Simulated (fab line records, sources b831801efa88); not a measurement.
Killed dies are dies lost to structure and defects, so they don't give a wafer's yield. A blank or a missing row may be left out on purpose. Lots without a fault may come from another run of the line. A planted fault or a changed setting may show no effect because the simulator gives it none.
Problem report in the 8D (eight disciplines) form, filled by code | flow gf180mcu | the parts of the form that need people (team, actions taken, sign-off) are left out

1. THE PROBLEM
o2_flow_sccm at GF_PSD_STRIP_10 reads a mean of 3602 sccm on 2 wafers of 2 lots; wafers without a fault read 3000 sccm with a standard deviation of 9.8. That is +61 standard deviations from the usual mean.
The step: strips in O2/N2.
First seen on wafer L102.1, day 16 01:51, on plasma_asher-01. The record holds 39 wafers of 13 lots with a number at this step. Rule for "out", or "out of limits": more than 4 standard deviations from the usual mean. The other wafers with a number count as sound.

2. WHAT IT IS AND WHAT IT IS NOT
question                    | is                                     | is not
which readings at this step | o2_flow_sccm, strip_time_to_endpoint_s | drypump_motor_current_A, heater_power_w, n2_flow_sccm, oes_product_au
which lots                  | L102, L105                             | L100, L110, L113, L114, L115, L116, L117, L118, L119, L120, L998
which wafers of those lots  | L102.1, L105.4                         | L102.4, L102.6, L105.3, L105.6
read on which tools         | plasma_asher-01                        | plasma_asher-02, plasma_asher-03
when                        | from day 16 01:51                      | up to then (8 sound wafers); but 29 sound wafers of L105, L110, L113, L114, L115, L116, L117, L118, L119, L120 came after

3. SUSPECTS, AND WHAT RULES EACH OUT
Counting: a tool at a process step up to the reading stays a suspect if it ran every lot that is out. Sound lots after the first of them don't rule it out here, since some wafers of a struck lot are sound.
- plasma_asher-01 at GF_PSD_STRIP_10 (strips in O2/N2): kept. It ran every lot that is out, first L102 (day 16 01:51); its last sound lot up to then is L100 (day 15 02:41). Its own readings are out on those wafers: o2_flow_sccm, strip_time_to_endpoint_s.
- Within plasma_asher-01 at GF_PSD_STRIP_10: the wafers that are out ran in chamber 0; their sound lot-mates ran in chamber 1.
Left after counting: plasma_asher-01 at GF_PSD_STRIP_10.

4. THE CAUSE (what the simulator had put in)
Process parameter drift: plasma_asher-01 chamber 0, from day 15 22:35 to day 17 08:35, at GF_PSD_STRIP_10. Setting o2_flow_sccm, moved by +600, from 3000. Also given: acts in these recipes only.
Counting left only this tool.

5. THE CHAIN OF EFFECTS, in route order
Each row: a reading whose mean over the struck wafers that have a number lies more than 3 standard deviations from the usual. Only readings for which the record gives a usual standard deviation are gone through. hours: the time from each lot's start at the first step in this table that gives one to its start at this step, as a median over the lots. sigmas: the change in usual standard deviations.
hours | step            | reading                  | usual     | on struck wafers | change | sigmas
0     | GF_PSD_STRIP_10 | o2_flow_sccm             | 3000 sccm | 3602             | +602   | +61
0     | GF_PSD_STRIP_10 | strip_time_to_endpoint_s | 16.52 s   | 16.35            | -0.17  | -4.9
The process steps in it:
- GF_PSD_STRIP_10: strips in O2/N2.

6. WHAT WOULD HAVE CAUGHT IT SOONER
In this record the first reading out of limits was taken at day 16 01:51, 3 hours after the fault began at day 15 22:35.
